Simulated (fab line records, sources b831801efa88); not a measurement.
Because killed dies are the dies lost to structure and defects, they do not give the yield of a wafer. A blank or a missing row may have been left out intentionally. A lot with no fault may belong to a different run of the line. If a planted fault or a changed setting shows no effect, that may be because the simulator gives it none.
fab line records :: flow sky130
record
  lots=15
  wafers=45
  last_day=50
route steps=708 shown METAL4@598
lots that met no fault: from a run of the same line without faults
start_h: start of the lot's first displayed wafer, in hours after the record's first day :: wait_h: hours elapsed since this lot's preceding step :: " the same as in the row above :: L1.1+2: a row that stands for several wafers :: - no value present, or no start provided :: * or withheld: withheld :: < > ~ a bound
route shown NAME@n: NAME is a module with steps in the file, n the number in the route of the first one :: usual: mean and standard deviation over wafers with no fault :: same: alike in all rows :: chamber/n: place in a boat :: sites: each site's reading :: _std_site: standard deviation across them :: _edge_site: outer sites' mean less inner sites' :: radius_mm: for every site, how far away it sits from the centre of the wafer :: mask NAME#n: copy n :: behind: the most recent tool/chamber to have shaped the wafer :: hold: why the lot was held/for how many hours/how that ended :: device: transistor that didn't switch, given as n, p or np :: end of line: at the end of the route, the tests of the same wafers :: step lacking rows: just its recipe :: killed: the dies lost at the first sort to structure and to defects; this is not the yield of the wafer :: map: per-die view of a wafer (x killed, . not killed, _ where there is no die)
set.NAME: the setting the step ran with; set.NAME@STEP: the setting that earlier step ran with :: model.NAME: the simulator's own value behind a step, which no gauge read
the route's steps for a sample of lots (tables are steps, rows are wafers)
services: when a tool's chamber went out of use (start_h, in hours from the record's first day, below 0 if earlier), for how many hours, and the reason
## steps
# step SKY_METAL4_SPUTTER_00
# recipe
  material=Ti
  target_thk_nm=15
  power_w=3000
  time_s=10
  chamber_pressure_pa=0.4
# usual
  throttle_valve_pct=30.4/1.2
lot.wafer: L535.1
tool: pvd_sputter-03
chamber: -
start_h: 931.79
wait_h: 0.2
throttle_valve_pct: 31.6

lot.wafer: L535.2
tool: pvd_sputter-03
chamber: -
start_h: 931.79
wait_h: 0.2
throttle_valve_pct: 30.8

lot.wafer: L535.6
tool: pvd_sputter-03
chamber: -
start_h: 931.79
wait_h: 0.2
throttle_valve_pct: 31.7

lot.wafer: L537.1
tool: pvd_sputter-03
chamber: -
start_h: 937.69
wait_h: 0.2
throttle_valve_pct: 29.0

lot.wafer: L537.3
tool: pvd_sputter-03
chamber: -
start_h: 937.69
wait_h: 0.2
throttle_valve_pct: 31.8

lot.wafer: L537.5
tool: pvd_sputter-03
chamber: -
start_h: 937.69
wait_h: 0.2
throttle_valve_pct: 29.1

lot.wafer: L539.1
tool: pvd_sputter-03
chamber: -
start_h: 939.74
wait_h: 0.2
throttle_valve_pct: 30.8

lot.wafer: L539.3
tool: pvd_sputter-03
chamber: -
start_h: 939.74
wait_h: 0.2
throttle_valve_pct: 29.2

lot.wafer: L539.5
tool: pvd_sputter-03
chamber: -
start_h: 939.74
wait_h: 0.2
throttle_valve_pct: 31.7

lot.wafer: L538.2
tool: pvd_sputter-04
chamber: -
start_h: 950.29
wait_h: 0.2
throttle_valve_pct: 29.4

lot.wafer: L538.4
tool: pvd_sputter-04
chamber: -
start_h: 950.29
wait_h: 0.2
throttle_valve_pct: 29.2

lot.wafer: L538.5
tool: pvd_sputter-04
chamber: -
start_h: 950.29
wait_h: 0.2
throttle_valve_pct: 29.2

lot.wafer: L546.1
tool: pvd_sputter-01
chamber: -
start_h: 997.35
wait_h: 0.1
throttle_valve_pct: 29.2

lot.wafer: L546.3
tool: pvd_sputter-01
chamber: -
start_h: 997.35
wait_h: 0.1
throttle_valve_pct: 32.5

lot.wafer: L546.6
tool: pvd_sputter-01
chamber: -
start_h: 997.35
wait_h: 0.1
throttle_valve_pct: 33.0

lot.wafer: L547.1
tool: pvd_sputter-01
chamber: -
start_h: 1004.04
wait_h: 0.2
throttle_valve_pct: 32.1

lot.wafer: L547.2
tool: pvd_sputter-01
chamber: -
start_h: 1004.04
wait_h: 0.2
throttle_valve_pct: 33.0

lot.wafer: L547.6
tool: pvd_sputter-01
chamber: -
start_h: 1004.04
wait_h: 0.2
throttle_valve_pct: 32.3

lot.wafer: L548.1
tool: pvd_sputter-04
chamber: -
start_h: 1014.72
wait_h: 0.2
throttle_valve_pct: 29.2

lot.wafer: L548.5
tool: pvd_sputter-04
chamber: -
start_h: 1014.72
wait_h: 0.2
throttle_valve_pct: 30.9

lot.wafer: L548.6
tool: pvd_sputter-04
chamber: -
start_h: 1014.72
wait_h: 0.2
throttle_valve_pct: 29.4

lot.wafer: L551.4
tool: pvd_sputter-04
chamber: -
start_h: 1046.87
wait_h: 0.2
throttle_valve_pct: 30.5

lot.wafer: L551.5
tool: pvd_sputter-04
chamber: -
start_h: 1046.87
wait_h: 0.2
throttle_valve_pct: 31.0

lot.wafer: L551.6
tool: pvd_sputter-04
chamber: -
start_h: 1046.87
wait_h: 0.2
throttle_valve_pct: 29.2

lot.wafer: L552.2
tool: pvd_sputter-01
chamber: -
start_h: 1047.64
wait_h: 0.2
throttle_valve_pct: 32.4

lot.wafer: L552.3
tool: pvd_sputter-01
chamber: -
start_h: 1047.64
wait_h: 0.2
throttle_valve_pct: 32.4

lot.wafer: L552.6
tool: pvd_sputter-01
chamber: -
start_h: 1047.64
wait_h: 0.2
throttle_valve_pct: 32.3

lot.wafer: L553.1
tool: pvd_sputter-04
chamber: -
start_h: 1047.98
wait_h: 0.1
throttle_valve_pct: 29.0

lot.wafer: L553.2
tool: pvd_sputter-04
chamber: -
start_h: 1047.98
wait_h: 0.1
throttle_valve_pct: 31.3

lot.wafer: L553.6
tool: pvd_sputter-04
chamber: -
start_h: 1047.98
wait_h: 0.1
throttle_valve_pct: 29.4

lot.wafer: L554.1
tool: pvd_sputter-01
chamber: -
start_h: 1052.94
wait_h: 0.1
throttle_valve_pct: 32.3

lot.wafer: L554.4
tool: pvd_sputter-01
chamber: -
start_h: 1052.94
wait_h: 0.1
throttle_valve_pct: 32.6

lot.wafer: L554.5
tool: pvd_sputter-01
chamber: -
start_h: 1052.94
wait_h: 0.1
throttle_valve_pct: 32.8

lot.wafer: L555.1
tool: pvd_sputter-03
chamber: -
start_h: 1055.82
wait_h: 0.1
throttle_valve_pct: 29.3

lot.wafer: L555.3
tool: pvd_sputter-03
chamber: -
start_h: 1055.82
wait_h: 0.1
throttle_valve_pct: 30.8

lot.wafer: L555.6
tool: pvd_sputter-03
chamber: -
start_h: 1055.82
wait_h: 0.1
throttle_valve_pct: 30.8

lot.wafer: L556.1
tool: pvd_sputter-04
chamber: -
start_h: 1066.95
wait_h: 0.2
throttle_valve_pct: 29.1

lot.wafer: L556.5
tool: pvd_sputter-04
chamber: -
start_h: 1066.95
wait_h: 0.2
throttle_valve_pct: 29.6

lot.wafer: L556.6
tool: pvd_sputter-04
chamber: -
start_h: 1066.95
wait_h: 0.2
throttle_valve_pct: 30.7

lot.wafer: L557.2
tool: pvd_sputter-01
chamber: -
start_h: 1072.04
wait_h: 0.2
throttle_valve_pct: 32.5

lot.wafer: L557.4
tool: pvd_sputter-01
chamber: -
start_h: 1072.04
wait_h: 0.2
throttle_valve_pct: 29.8

lot.wafer: L557.6
tool: pvd_sputter-01
chamber: -
start_h: 1072.04
wait_h: 0.2
throttle_valve_pct: 29.6

lot.wafer: L558.3
tool: pvd_sputter-01
chamber: -
start_h: 1085.78
wait_h: 0.2
throttle_valve_pct: 29.8

lot.wafer: L558.4
tool: pvd_sputter-01
chamber: -
start_h: 1085.78
wait_h: 0.2
throttle_valve_pct: 32.8

lot.wafer: L558.5
tool: pvd_sputter-01
chamber: -
start_h: 1085.78
wait_h: 0.2
throttle_valve_pct: 32.5
# step SKY_METAL4_SPUTTER_01
# recipe
  material=TiN
  target_thk_nm=20
  power_w=6500
  time_s=16.7
  chamber_pressure_pa=0.4
# usual
  throttle_valve_pct=30.4/1.2
lot.wafer: L535.1
tool: pvd_sputter-03
chamber: -
start_h: 931.81
wait_h: 0.0
throttle_valve_pct: 31.6

lot.wafer: L535.2
tool: pvd_sputter-03
chamber: -
start_h: 931.81
wait_h: 0.0
throttle_valve_pct: 30.7

lot.wafer: L535.6
tool: pvd_sputter-03
chamber: -
start_h: 931.81
wait_h: 0.0
throttle_valve_pct: 32.0

lot.wafer: L537.1
tool: pvd_sputter-03
chamber: -
start_h: 937.72
wait_h: 0.0
throttle_valve_pct: 29.1

lot.wafer: L537.3
tool: pvd_sputter-03
chamber: -
start_h: 937.72
wait_h: 0.0
throttle_valve_pct: 31.4

lot.wafer: L537.5
tool: pvd_sputter-03
chamber: -
start_h: 937.72
wait_h: 0.0
throttle_valve_pct: 29.2

lot.wafer: L539.1
tool: pvd_sputter-03
chamber: -
start_h: 939.77
wait_h: 0.0
throttle_valve_pct: 30.7

lot.wafer: L539.3
tool: pvd_sputter-03
chamber: -
start_h: 939.77
wait_h: 0.0
throttle_valve_pct: 29.2

lot.wafer: L539.5
tool: pvd_sputter-03
chamber: -
start_h: 939.77
wait_h: 0.0
throttle_valve_pct: 31.7

lot.wafer: L538.2
tool: pvd_sputter-04
chamber: -
start_h: 950.32
wait_h: 0.0
throttle_valve_pct: 29.4

lot.wafer: L538.4
tool: pvd_sputter-04
chamber: -
start_h: 950.32
wait_h: 0.0
throttle_valve_pct: 29.1

lot.wafer: L538.5
tool: pvd_sputter-04
chamber: -
start_h: 950.32
wait_h: 0.0
throttle_valve_pct: 28.9

lot.wafer: L546.1
tool: pvd_sputter-01
chamber: -
start_h: 997.37
wait_h: 0.0
throttle_valve_pct: 29.3

lot.wafer: L546.3
tool: pvd_sputter-01
chamber: -
start_h: 997.37
wait_h: 0.0
throttle_valve_pct: 32.5

lot.wafer: L546.6
tool: pvd_sputter-01
chamber: -
start_h: 997.37
wait_h: 0.0
throttle_valve_pct: 32.7

lot.wafer: L547.1
tool: pvd_sputter-01
chamber: -
start_h: 1004.06
wait_h: 0.0
throttle_valve_pct: 32.2

lot.wafer: L547.2
tool: pvd_sputter-01
chamber: -
start_h: 1004.06
wait_h: 0.0
throttle_valve_pct: 32.5

lot.wafer: L547.6
tool: pvd_sputter-01
chamber: -
start_h: 1004.06
wait_h: 0.0
throttle_valve_pct: 32.2

lot.wafer: L548.1
tool: pvd_sputter-04
chamber: -
start_h: 1014.74
wait_h: 0.0
throttle_valve_pct: 29.2

lot.wafer: L548.5
tool: pvd_sputter-04
chamber: -
start_h: 1014.74
wait_h: 0.0
throttle_valve_pct: 31.3

lot.wafer: L548.6
tool: pvd_sputter-04
chamber: -
start_h: 1014.74
wait_h: 0.0
throttle_valve_pct: 29.2

lot.wafer: L551.4
tool: pvd_sputter-04
chamber: -
start_h: 1046.89
wait_h: 0.0
throttle_valve_pct: 30.6

lot.wafer: L551.5
tool: pvd_sputter-04
chamber: -
start_h: 1046.89
wait_h: 0.0
throttle_valve_pct: 30.8

lot.wafer: L551.6
tool: pvd_sputter-04
chamber: -
start_h: 1046.89
wait_h: 0.0
throttle_valve_pct: 29.3

lot.wafer: L552.2
tool: pvd_sputter-01
chamber: -
start_h: 1047.66
wait_h: 0.0
throttle_valve_pct: 32.6

lot.wafer: L552.3
tool: pvd_sputter-01
chamber: -
start_h: 1047.66
wait_h: 0.0
throttle_valve_pct: 32.6

lot.wafer: L552.6
tool: pvd_sputter-01
chamber: -
start_h: 1047.66
wait_h: 0.0
throttle_valve_pct: 32.3

lot.wafer: L553.1
tool: pvd_sputter-04
chamber: -
start_h: 1048.00
wait_h: 0.0
throttle_valve_pct: 29.2

lot.wafer: L553.2
tool: pvd_sputter-04
chamber: -
start_h: 1048.00
wait_h: 0.0
throttle_valve_pct: 31.1

lot.wafer: L553.6
tool: pvd_sputter-04
chamber: -
start_h: 1048.00
wait_h: 0.0
throttle_valve_pct: 29.4

lot.wafer: L554.1
tool: pvd_sputter-01
chamber: -
start_h: 1052.96
wait_h: 0.0
throttle_valve_pct: 32.3

lot.wafer: L554.4
tool: pvd_sputter-01
chamber: -
start_h: 1052.96
wait_h: 0.0
throttle_valve_pct: 32.9

lot.wafer: L554.5
tool: pvd_sputter-01
chamber: -
start_h: 1052.96
wait_h: 0.0
throttle_valve_pct: 32.9

lot.wafer: L555.1
tool: pvd_sputter-03
chamber: -
start_h: 1055.84
wait_h: 0.0
throttle_valve_pct: 29.0

lot.wafer: L555.3
tool: pvd_sputter-03
chamber: -
start_h: 1055.84
wait_h: 0.0
throttle_valve_pct: 30.9

lot.wafer: L555.6
tool: pvd_sputter-03
chamber: -
start_h: 1055.84
wait_h: 0.0
throttle_valve_pct: 30.7

lot.wafer: L556.1
tool: pvd_sputter-04
chamber: -
start_h: 1066.98
wait_h: 0.0
throttle_valve_pct: 29.0

lot.wafer: L556.5
tool: pvd_sputter-04
chamber: -
start_h: 1066.98
wait_h: 0.0
throttle_valve_pct: 29.3

lot.wafer: L556.6
tool: pvd_sputter-04
chamber: -
start_h: 1066.98
wait_h: 0.0
throttle_valve_pct: 30.7

lot.wafer: L557.2
tool: pvd_sputter-01
chamber: -
start_h: 1072.06
wait_h: 0.0
throttle_valve_pct: 32.5

lot.wafer: L557.4
tool: pvd_sputter-01
chamber: -
start_h: 1072.06
wait_h: 0.0
throttle_valve_pct: 29.5

lot.wafer: L557.6
tool: pvd_sputter-01
chamber: -
start_h: 1072.06
wait_h: 0.0
throttle_valve_pct: 29.7

lot.wafer: L558.3
tool: pvd_sputter-01
chamber: -
start_h: 1085.80
wait_h: 0.0
throttle_valve_pct: 30.0

lot.wafer: L558.4
tool: pvd_sputter-01
chamber: -
start_h: 1085.80
wait_h: 0.0
throttle_valve_pct: 32.6

lot.wafer: L558.5
tool: pvd_sputter-01
chamber: -
start_h: 1085.80
wait_h: 0.0
throttle_valve_pct: 32.4
# step SKY_METAL4_PEB_11
# recipe
  peb_temp_c=withheld
  peb_time_s=withheld
  resist=KrF-thick
# usual
  chill_plate_temp_C=*
  exhaust_pa=45.2/0.86
lot.wafer: L535.1
tool: litho_track-03
chamber: 0
start_h: 981
wait_h: -
chill_plate_temp_C: *
exhaust_pa: 44.5

lot.wafer: L535.2
tool: litho_track-03
chamber: 0
start_h: 981
wait_h: -
chill_plate_temp_C: *
exhaust_pa: 44.7

lot.wafer: L535.6
tool: litho_track-03
chamber: 0
start_h: 981
wait_h: -
chill_plate_temp_C: *
exhaust_pa: 44.3

lot.wafer: L537.1
tool: litho_track-01
chamber: 0
start_h: 986
wait_h: -
chill_plate_temp_C: *
exhaust_pa: 44.9

lot.wafer: L537.3
tool: litho_track-01
chamber: 0
start_h: 986
wait_h: -
chill_plate_temp_C: *
exhaust_pa: 45.0

lot.wafer: L537.5
tool: litho_track-01
chamber: 0
start_h: 986
wait_h: -
chill_plate_temp_C: *
exhaust_pa: 44.7

lot.wafer: L539.1
tool: litho_track-01
chamber: 0
start_h: 988
wait_h: -
chill_plate_temp_C: *
exhaust_pa: 46.4

lot.wafer: L539.3
tool: litho_track-01
chamber: 0
start_h: 988
wait_h: -
chill_plate_temp_C: *
exhaust_pa: 45.5

lot.wafer: L539.5
tool: litho_track-01
chamber: 0
start_h: 988
wait_h: -
chill_plate_temp_C: *
exhaust_pa: 44.2

lot.wafer: L538.2
tool: litho_track-01
chamber: 0
start_h: 998
wait_h: -
chill_plate_temp_C: *
exhaust_pa: 46.7

lot.wafer: L538.4
tool: litho_track-01
chamber: 0
start_h: 998
wait_h: -
chill_plate_temp_C: *
exhaust_pa: 45.1

lot.wafer: L538.5
tool: litho_track-01
chamber: 0
start_h: 998
wait_h: -
chill_plate_temp_C: *
exhaust_pa: 44.7

lot.wafer: L546.1
tool: litho_track-01
chamber: -
start_h: 1043
wait_h: -
chill_plate_temp_C: -
exhaust_pa: -

lot.wafer: L546.3
tool: litho_track-01
chamber: -
start_h: 1043
wait_h: -
chill_plate_temp_C: -
exhaust_pa: -

lot.wafer: L546.6
tool: litho_track-01
chamber: -
start_h: 1043
wait_h: -
chill_plate_temp_C: -
exhaust_pa: -

lot.wafer: L547.1
tool: litho_track-01
chamber: -
start_h: 1050
wait_h: -
chill_plate_temp_C: -
exhaust_pa: -

lot.wafer: L547.2
tool: litho_track-01
chamber: -
start_h: 1050
wait_h: -
chill_plate_temp_C: -
exhaust_pa: -

lot.wafer: L547.6
tool: litho_track-01
chamber: -
start_h: 1050
wait_h: -
chill_plate_temp_C: -
exhaust_pa: -

lot.wafer: L548.1
tool: litho_track-03
chamber: -
start_h: 1059
wait_h: -
chill_plate_temp_C: -
exhaust_pa: -

lot.wafer: L548.5
tool: litho_track-03
chamber: -
start_h: 1059
wait_h: -
chill_plate_temp_C: -
exhaust_pa: -

lot.wafer: L548.6
tool: litho_track-03
chamber: -
start_h: 1059
wait_h: -
chill_plate_temp_C: -
exhaust_pa: -

lot.wafer: L552.2
tool: litho_track-02
chamber: 0
start_h: 1090
wait_h: -
chill_plate_temp_C: *
exhaust_pa: 44.9

lot.wafer: L552.3
tool: litho_track-02
chamber: 0
start_h: 1090
wait_h: -
chill_plate_temp_C: *
exhaust_pa: 45.1

lot.wafer: L552.6
tool: litho_track-02
chamber: 0
start_h: 1090
wait_h: -
chill_plate_temp_C: *
exhaust_pa: 45.5

lot.wafer: L551.4
tool: litho_track-01
chamber: 0
start_h: 1090
wait_h: -
chill_plate_temp_C: *
exhaust_pa: 45.1

lot.wafer: L551.5
tool: litho_track-01
chamber: 0
start_h: 1090
wait_h: -
chill_plate_temp_C: *
exhaust_pa: 44.3

lot.wafer: L551.6
tool: litho_track-01
chamber: 0
start_h: 1090
wait_h: -
chill_plate_temp_C: *
exhaust_pa: 43.9

lot.wafer: L553.1
tool: litho_track-01
chamber: 0
start_h: 1091
wait_h: -
chill_plate_temp_C: *
exhaust_pa: 44.7

lot.wafer: L553.2
tool: litho_track-01
chamber: 0
start_h: 1091
wait_h: -
chill_plate_temp_C: *
exhaust_pa: 44.9

lot.wafer: L553.6
tool: litho_track-01
chamber: 0
start_h: 1091
wait_h: -
chill_plate_temp_C: *
exhaust_pa: 43.9

lot.wafer: L554.1
tool: litho_track-03
chamber: 0
start_h: 1094
wait_h: -
chill_plate_temp_C: *
exhaust_pa: 44.2

lot.wafer: L554.4
tool: litho_track-03
chamber: 0
start_h: 1094
wait_h: -
chill_plate_temp_C: *
exhaust_pa: 45.1

lot.wafer: L554.5
tool: litho_track-03
chamber: 0
start_h: 1094
wait_h: -
chill_plate_temp_C: *
exhaust_pa: 44.5

lot.wafer: L555.1
tool: litho_track-02
chamber: 0
start_h: 1098
wait_h: -
chill_plate_temp_C: *
exhaust_pa: 43.0

lot.wafer: L555.3
tool: litho_track-02
chamber: 0
start_h: 1098
wait_h: -
chill_plate_temp_C: *
exhaust_pa: 43.8

lot.wafer: L555.6
tool: litho_track-02
chamber: 0
start_h: 1098
wait_h: -
chill_plate_temp_C: *
exhaust_pa: 43.5

lot.wafer: L556.1
tool: litho_track-03
chamber: 0
start_h: 1107
wait_h: -
chill_plate_temp_C: *
exhaust_pa: 44.7

lot.wafer: L556.5
tool: litho_track-03
chamber: 0
start_h: 1107
wait_h: -
chill_plate_temp_C: *
exhaust_pa: 45.7

lot.wafer: L556.6
tool: litho_track-03
chamber: 0
start_h: 1108
wait_h: -
chill_plate_temp_C: *
exhaust_pa: 45.2

lot.wafer: L557.2
tool: litho_track-03
chamber: 0
start_h: 1113
wait_h: -
chill_plate_temp_C: *
exhaust_pa: 45.7

lot.wafer: L557.4
tool: litho_track-03
chamber: 0
start_h: 1113
wait_h: -
chill_plate_temp_C: *
exhaust_pa: 45.9

lot.wafer: L557.6
tool: litho_track-03
chamber: 0
start_h: 1113
wait_h: -
chill_plate_temp_C: *
exhaust_pa: 44.6

lot.wafer: L558.3
tool: litho_track-03
chamber: 0
start_h: 1126
wait_h: -
chill_plate_temp_C: *
exhaust_pa: 46.6

lot.wafer: L558.4
tool: litho_track-03
chamber: 0
start_h: 1126
wait_h: -
chill_plate_temp_C: *
exhaust_pa: 44.5

lot.wafer: L558.5
tool: litho_track-03
chamber: 0
start_h: 1126
wait_h: -
chill_plate_temp_C: *
exhaust_pa: 45.0
# step SKY_METAL4_DESCUM_15
# recipe
  chemistry=O2
  source_power_w=150
  bias_power_w=0
  pressure_mtorr=10
  temp_c=40
  time_s=8
# usual
  drypump_motor_current_A=5.9/0.35
  oes_product_au=1.001/0.011
lot.wafer: L535.1
tool: rie_metal-02
chamber: 1
start_h: 981.57
wait_h: 0.0
drypump_motor_current_A: 6.0
oes_product_au: 0.986
rf_hours_counter_h: 14

lot.wafer: L535.2
tool: rie_metal-02
chamber: 0
start_h: 981.57
wait_h: 0.0
drypump_motor_current_A: 5.7
oes_product_au: 1.000
rf_hours_counter_h: 8

lot.wafer: L535.6
tool: rie_metal-02
chamber: 0
start_h: 981.57
wait_h: 0.0
drypump_motor_current_A: 5.7
oes_product_au: 0.992
rf_hours_counter_h: -

lot.wafer: L537.1
tool: rie_metal-04
chamber: 1
start_h: 986.78
wait_h: 0.0
drypump_motor_current_A: 6.7
oes_product_au: 0.996
rf_hours_counter_h: 2

lot.wafer: L537.3
tool: rie_metal-04
chamber: 0
start_h: 986.78
wait_h: 0.0
drypump_motor_current_A: 5.9
oes_product_au: 1.019
rf_hours_counter_h: -

lot.wafer: L537.5
tool: rie_metal-04
chamber: 1
start_h: 986.78
wait_h: 0.0
drypump_motor_current_A: 6.7
oes_product_au: 0.998
rf_hours_counter_h: -

lot.wafer: L539.1
tool: rie_metal-04
chamber: 0
start_h: 988.63
wait_h: 0.0
drypump_motor_current_A: 5.9
oes_product_au: 1.020
rf_hours_counter_h: 15

lot.wafer: L539.3
tool: rie_metal-04
chamber: 1
start_h: 988.63
wait_h: 0.0
drypump_motor_current_A: 6.8
oes_product_au: 0.995
rf_hours_counter_h: -

lot.wafer: L539.5
tool: rie_metal-04
chamber: 0
start_h: 988.63
wait_h: 0.0
drypump_motor_current_A: 5.9
oes_product_au: 1.014
rf_hours_counter_h: -

lot.wafer: L538.2
tool: rie_metal-04
chamber: 0
start_h: 999.28
wait_h: 0.0
drypump_motor_current_A: 5.9
oes_product_au: 1.005
rf_hours_counter_h: 16

lot.wafer: L538.4
tool: rie_metal-04
chamber: 0
start_h: 999.28
wait_h: 0.0
drypump_motor_current_A: 5.9
oes_product_au: 1.008
rf_hours_counter_h: -

lot.wafer: L538.5
tool: rie_metal-04
chamber: 1
start_h: 999.28
wait_h: 0.0
drypump_motor_current_A: 6.7
oes_product_au: 0.989
rf_hours_counter_h: -

lot.wafer: L546.1
tool: rie_metal-03
chamber: 0
start_h: 1043.98
wait_h: 0.0
drypump_motor_current_A: 5.7
oes_product_au: 1.012
rf_hours_counter_h: 19

lot.wafer: L546.3
tool: rie_metal-03
chamber: 1
start_h: 1043.98
wait_h: 0.0
drypump_motor_current_A: 5.7
oes_product_au: 0.994
rf_hours_counter_h: -

lot.wafer: L546.6
tool: rie_metal-03
chamber: 1
start_h: 1043.98
wait_h: 0.0
drypump_motor_current_A: 5.7
oes_product_au: 0.985
rf_hours_counter_h: -

lot.wafer: L547.1
tool: rie_metal-04
chamber: 1
start_h: 1050.93
wait_h: 0.0
drypump_motor_current_A: 6.7
oes_product_au: 0.975
rf_hours_counter_h: 7

lot.wafer: L547.2
tool: rie_metal-04
chamber: 0
start_h: 1050.93
wait_h: 0.0
drypump_motor_current_A: 5.9
oes_product_au: 1.010
rf_hours_counter_h: 19

lot.wafer: L547.6
tool: rie_metal-04
chamber: 1
start_h: 1050.93
wait_h: 0.0
drypump_motor_current_A: 6.8
oes_product_au: 0.989
rf_hours_counter_h: -

lot.wafer: L548.1
tool: rie_metal-03
chamber: 0
start_h: 1059.72
wait_h: 0.0
drypump_motor_current_A: 5.7
oes_product_au: 0.999
rf_hours_counter_h: 20

lot.wafer: L548.5
tool: rie_metal-03
chamber: 1
start_h: 1059.72
wait_h: 0.0
drypump_motor_current_A: 5.8
oes_product_au: 0.996
rf_hours_counter_h: -

lot.wafer: L548.6
tool: rie_metal-03
chamber: 0
start_h: 1059.72
wait_h: 0.0
drypump_motor_current_A: 5.8
oes_product_au: 0.999
rf_hours_counter_h: -

lot.wafer: L552.2
tool: rie_metal-04
chamber: 1
start_h: 1090.91
wait_h: 0.0
drypump_motor_current_A: 6.7
oes_product_au: 0.995
rf_hours_counter_h: 9

lot.wafer: L552.3
tool: rie_metal-04
chamber: 0
start_h: 1090.91
wait_h: 0.0
drypump_motor_current_A: 5.9
oes_product_au: 1.015
rf_hours_counter_h: -

lot.wafer: L552.6
tool: rie_metal-04
chamber: 1
start_h: 1090.91
wait_h: 0.0
drypump_motor_current_A: 6.7
oes_product_au: 0.988
rf_hours_counter_h: -

lot.wafer: L551.4
tool: rie_metal-03
chamber: 1
start_h: 1091.34
wait_h: 0.0
drypump_motor_current_A: 5.7
oes_product_au: 0.988
rf_hours_counter_h: -

lot.wafer: L551.5
tool: rie_metal-03
chamber: 0
start_h: 1091.34
wait_h: 0.0
drypump_motor_current_A: 5.7
oes_product_au: 1.010
rf_hours_counter_h: -

lot.wafer: L551.6
tool: rie_metal-03
chamber: 1
start_h: 1091.34
wait_h: 0.0
drypump_motor_current_A: 5.7
oes_product_au: 0.989
rf_hours_counter_h: -

lot.wafer: L553.1
tool: rie_metal-03
chamber: 0
start_h: 1091.68
wait_h: 0.0
drypump_motor_current_A: 5.7
oes_product_au: 1.004
rf_hours_counter_h: 23

lot.wafer: L553.2
tool: rie_metal-03
chamber: 1
start_h: 1091.68
wait_h: 0.0
drypump_motor_current_A: 5.7
oes_product_au: 0.990
rf_hours_counter_h: 15

lot.wafer: L553.6
tool: rie_metal-03
chamber: 1
start_h: 1091.68
wait_h: 0.0
drypump_motor_current_A: 5.7
oes_product_au: 0.989
rf_hours_counter_h: -

lot.wafer: L554.1
tool: rie_metal-04
chamber: 0
start_h: 1094.82
wait_h: 0.0
drypump_motor_current_A: 5.9
oes_product_au: 1.012
rf_hours_counter_h: 23

lot.wafer: L554.4
tool: rie_metal-04
chamber: 0
start_h: 1094.82
wait_h: 0.0
drypump_motor_current_A: 5.9
oes_product_au: 1.014
rf_hours_counter_h: -

lot.wafer: L554.5
tool: rie_metal-04
chamber: 1
start_h: 1094.82
wait_h: 0.0
drypump_motor_current_A: 6.7
oes_product_au: 1.000
rf_hours_counter_h: -

lot.wafer: L555.1
tool: rie_metal-02
chamber: 1
start_h: 1098.51
wait_h: 0.0
drypump_motor_current_A: 6.0
oes_product_au: 0.998
rf_hours_counter_h: 21

lot.wafer: L555.3
tool: rie_metal-02
chamber: 0
start_h: 1098.51
wait_h: 0.0
drypump_motor_current_A: 5.7
oes_product_au: 0.989
rf_hours_counter_h: -

lot.wafer: L555.6
tool: rie_metal-02
chamber: 1
start_h: 1098.51
wait_h: 0.0
drypump_motor_current_A: 6.0
oes_product_au: 1.002
rf_hours_counter_h: -

lot.wafer: L556.1
tool: rie_metal-02
chamber: 0
start_h: 1108.37
wait_h: 0.0
drypump_motor_current_A: 5.7
oes_product_au: 0.989
rf_hours_counter_h: 15

lot.wafer: L556.5
tool: rie_metal-02
chamber: 0
start_h: 1108.37
wait_h: 0.0
drypump_motor_current_A: 5.7
oes_product_au: 1.008
rf_hours_counter_h: -

lot.wafer: L556.6
tool: rie_metal-02
chamber: 1
start_h: 1108.37
wait_h: 0.0
drypump_motor_current_A: 6.0
oes_product_au: 1.000
rf_hours_counter_h: -

lot.wafer: L557.2
tool: rie_metal-03
chamber: 0
start_h: 1113.72
wait_h: 0.0
drypump_motor_current_A: 5.7
oes_product_au: 1.016
rf_hours_counter_h: 25

lot.wafer: L557.4
tool: rie_metal-03
chamber: 0
start_h: 1113.72
wait_h: 0.0
drypump_motor_current_A: 5.7
oes_product_au: 1.015
rf_hours_counter_h: -

lot.wafer: L557.6
tool: rie_metal-03
chamber: 1
start_h: 1113.72
wait_h: 0.0
drypump_motor_current_A: 5.7
oes_product_au: 0.998
rf_hours_counter_h: -

lot.wafer: L558.3
tool: rie_metal-03
chamber: 0
start_h: 1126.53
wait_h: 0.0
drypump_motor_current_A: 5.7
oes_product_au: 1.009
rf_hours_counter_h: -

lot.wafer: L558.4
tool: rie_metal-03
chamber: 1
start_h: 1126.53
wait_h: 0.0
drypump_motor_current_A: 5.7
oes_product_au: 0.995
rf_hours_counter_h: -

lot.wafer: L558.5
tool: rie_metal-03
chamber: 0
start_h: 1126.53
wait_h: 0.0
drypump_motor_current_A: 5.7
oes_product_au: 1.019
rf_hours_counter_h: -
## services
tool: pvd_sputter-01
chamber: -
start_h: 918.32
hours: 6.4
kind: repair

tool: pvd_sputter-04
chamber: -
start_h: 920.92
hours: 6.0
kind: repair

tool: rie_metal-04
chamber: 1
start_h: 924.56
hours: -
kind: clean

tool: rie_metal-04
chamber: 1
start_h: 924.56
hours: 20.4
kind: scheduled_down

tool: rie_metal-04
chamber: 1
start_h: 924.56
hours: 20.4
kind: vent_cycle

tool: rie_metal-03
chamber: 1
start_h: 938.17
hours: 9.5
kind: repair

tool: rie_metal-03
chamber: -
start_h: 980.54
hours: 1.4
kind: pm

tool: pvd_sputter-01
chamber: -
start_h: 1005.31
hours: 12.8
kind: repair

tool: rie_metal-02
chamber: -
start_h: 1070.45
hours: 14.6
kind: pm

tool: pvd_sputter-04
chamber: -
start_h: 1083.81
hours: 2.2
kind: repair

tool: pvd_sputter-03
chamber: -
start_h: 1109.78
hours: 2.4
kind: repair

tool: pvd_sputter-03
chamber: -
start_h: 1124.72
hours: 3.8
kind: repair
## key
first_sign
  step=SKY_METAL4_PEB_11
  reading=tool_record
  direction=missing
effect none on later readings
met_at SKY_METAL4_PEB_11
struck_lots L546,L547,L548
later_rows_left_out L546.1,L546.3,L546.6,L547.1,L547.2,L547.6,L548.1,L548.5,L548.6
sort_left_out L546.1,L546.3,L546.6,L547.1,L547.2,L547.6,L548.1,L548.5,L548.6
not_acting_at SKY_METAL4_SPUTTER_00,SKY_METAL4_SPUTTER_01,SKY_METAL4_DESCUM_15
onset_between 998 1043
fault
  kind=skipped_step_whole
  tool=litho_track-01,litho_track-03
  chamber=-
  onset_h=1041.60
  steps=SKY_METAL4_PEB_11
  scope=struck_lots_only
# sort_left_out: the simulated sort isn't trusted on such a fault, so these wafers' sort isn't shown, and their yield isn't known
# later_rows_left_out: the simulator's readings of these wafers behind a module that went badly wrong aren't trusted and aren't shown, but for the sort
